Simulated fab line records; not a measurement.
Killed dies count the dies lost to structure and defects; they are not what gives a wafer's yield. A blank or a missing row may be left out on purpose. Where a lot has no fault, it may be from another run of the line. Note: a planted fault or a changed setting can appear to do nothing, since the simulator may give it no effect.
The tool behind it: which one? :: flow sky130 :: 33 wafers from 11 lots sampled at 4 of the route's 708 steps

== WHAT EACH GAUGE READ, for each wafer ==
SKY_SD_N_RS_MEAS_16: measures by four-point-probe.
lot: L549
measured: day 27 23:15
on: film_metro-04
SD_N_RS (ohm/sq): 68.56 68.56 68.52

lot: L553
measured: day 29 17:07
on: film_metro-04
SD_N_RS (ohm/sq): 68.45 68.61 68.40

lot: L554
measured: day 30 00:56
on: film_metro-03
SD_N_RS (ohm/sq): 68.69 68.65 68.54

lot: L556
measured: day 30 07:14
on: film_metro-02
SD_N_RS (ohm/sq): 66.26 66.20 66.24

lot: L557
measured: day 30 13:19
on: film_metro-02
SD_N_RS (ohm/sq): 66.18 66.04 66.14

lot: L564
measured: day 32 20:00
on: film_metro-04
SD_N_RS (ohm/sq): 68.75 68.69 68.59

lot: L566
measured: day 33 10:21
on: film_metro-03
SD_N_RS (ohm/sq): 68.51 68.54 68.65

lot: L567
measured: day 33 22:46
on: film_metro-03
SD_N_RS (ohm/sq): 68.29 68.44 68.38

lot: L568
measured: day 34 06:08
on: film_metro-02
SD_N_RS (ohm/sq): 68.62 68.58 68.73

lot: L571
measured: day 34 23:19
on: film_metro-04
SD_N_RS (ohm/sq): 68.31 68.59 68.63

lot: L572
measured: day 35 07:26
on: film_metro-02
SD_N_RS (ohm/sq): 68.47 68.50 68.64

== TOOL THAT RAN EACH LOT (tool first, then ch and the chambers of the sampled wafers, then the start) ==
lot: L549
SKY_POLY_CUT_ETCH_10: rie_diel-04 ch 0,1,2, day 24 06:08
SKY_SD_N_IMPLANT_09: implanter-02 ch 0, day 27 22:34
SKY_SD_N_STRIP_11: plasma_asher-04 ch 0,1, day 27 22:52

lot: L553
SKY_POLY_CUT_ETCH_10: rie_diel-02 ch 0,1,3, day 26 00:11
SKY_SD_N_IMPLANT_09: implanter-03 ch 0, day 29 16:23
SKY_SD_N_STRIP_11: plasma_asher-01 ch 0,1, day 29 16:41

lot: L554
SKY_POLY_CUT_ETCH_10: rie_diel-02 ch 0,1,2, day 26 09:31
SKY_SD_N_IMPLANT_09: implanter-03 ch 0, day 30 00:16
SKY_SD_N_STRIP_11: plasma_asher-01 ch 0,1, day 30 00:33

lot: L556
SKY_POLY_CUT_ETCH_10: rie_diel-02 ch 0,1, day 26 16:26
SKY_SD_N_IMPLANT_09: implanter-03 ch 0, day 30 06:31
SKY_SD_N_STRIP_11: plasma_asher-04 ch 0,1, day 30 06:47

lot: L557
SKY_POLY_CUT_ETCH_10: rie_diel-02 ch 1,2,3, day 26 23:05
SKY_SD_N_IMPLANT_09: implanter-03 ch 0, day 30 12:36
SKY_SD_N_STRIP_11: plasma_asher-02 ch 0,1, day 30 12:52

lot: L564
SKY_POLY_CUT_ETCH_10: rie_diel-04 ch 1,2,3, day 29 07:35
SKY_SD_N_IMPLANT_09: implanter-02 ch 0, day 32 19:16
SKY_SD_N_STRIP_11: plasma_asher-02 ch 0,1, day 32 19:34

lot: L566
SKY_POLY_CUT_ETCH_10: rie_diel-01 ch 1,2, day 29 22:44
SKY_SD_N_IMPLANT_09: implanter-03 ch 0, day 33 09:41
SKY_SD_N_STRIP_11: plasma_asher-02 ch 0,1, day 33 09:58

lot: L567
SKY_POLY_CUT_ETCH_10: rie_diel-02 ch 0,1,3, day 30 11:38
SKY_SD_N_IMPLANT_09: implanter-02 ch 0, day 33 22:05
SKY_SD_N_STRIP_11: plasma_asher-04 ch 0,1, day 33 22:23

lot: L568
SKY_POLY_CUT_ETCH_10: rie_diel-02 ch 0,1,2, day 30 19:08
SKY_SD_N_IMPLANT_09: implanter-03 ch 0, day 34 05:28
SKY_SD_N_STRIP_11: plasma_asher-02 ch 0,1, day 34 05:45

lot: L571
SKY_POLY_CUT_ETCH_10: rie_diel-01 ch 0,1, day 31 13:40
SKY_SD_N_IMPLANT_09: implanter-03 ch 0, day 34 22:38
SKY_SD_N_STRIP_11: plasma_asher-02 ch 0,1, day 34 22:56

lot: L572
SKY_POLY_CUT_ETCH_10: rie_diel-04 ch 0,2,3, day 31 21:32
SKY_SD_N_IMPLANT_09: implanter-04 ch 0, day 35 06:45
SKY_SD_N_STRIP_11: plasma_asher-01 ch 0,1, day 35 07:03
- SKY_POLY_CUT_ETCH_10: etches BARC in N2/H2, stops on SiO2, time 45.9 s, target depth 60 nm.
- SKY_SD_N_IMPLANT_09
- SKY_SD_N_STRIP_11: strips in O2/N2.

== THE ANSWER, worked out from the rows above alone ==
Rule: the usual values come from the lots themselves. Put in order of their means at a reading, lots are off if they are a third of the lots or fewer, leave a main group of 4 or more, and stand apart from it by a gap of 3 or more times the standard deviation of the main group's means; of several such gaps the widest counts. If all means in a main group match to the digits the tables above print for the reading, that group is not used. Also off: a lot with no number at a reading for which 4 or more lots have one. The other lots that the step has rows for count as sound.
Off: L556, L557, at SKY_SD_N_RS_MEAS_16 (SD_N_RS). The main group: mean 68.55 ohm/sq, standard deviation 0.088.
If a tool, at a process step before that reading, ran all the lots that are off and no sound lot after the first of them, it fits. Gauges at SKY_SD_N_RS_MEAS_16: tried the same way as those tools. Of those tried, none fits.

== WHAT WAS PUT IN BY THE SIMULATOR ==
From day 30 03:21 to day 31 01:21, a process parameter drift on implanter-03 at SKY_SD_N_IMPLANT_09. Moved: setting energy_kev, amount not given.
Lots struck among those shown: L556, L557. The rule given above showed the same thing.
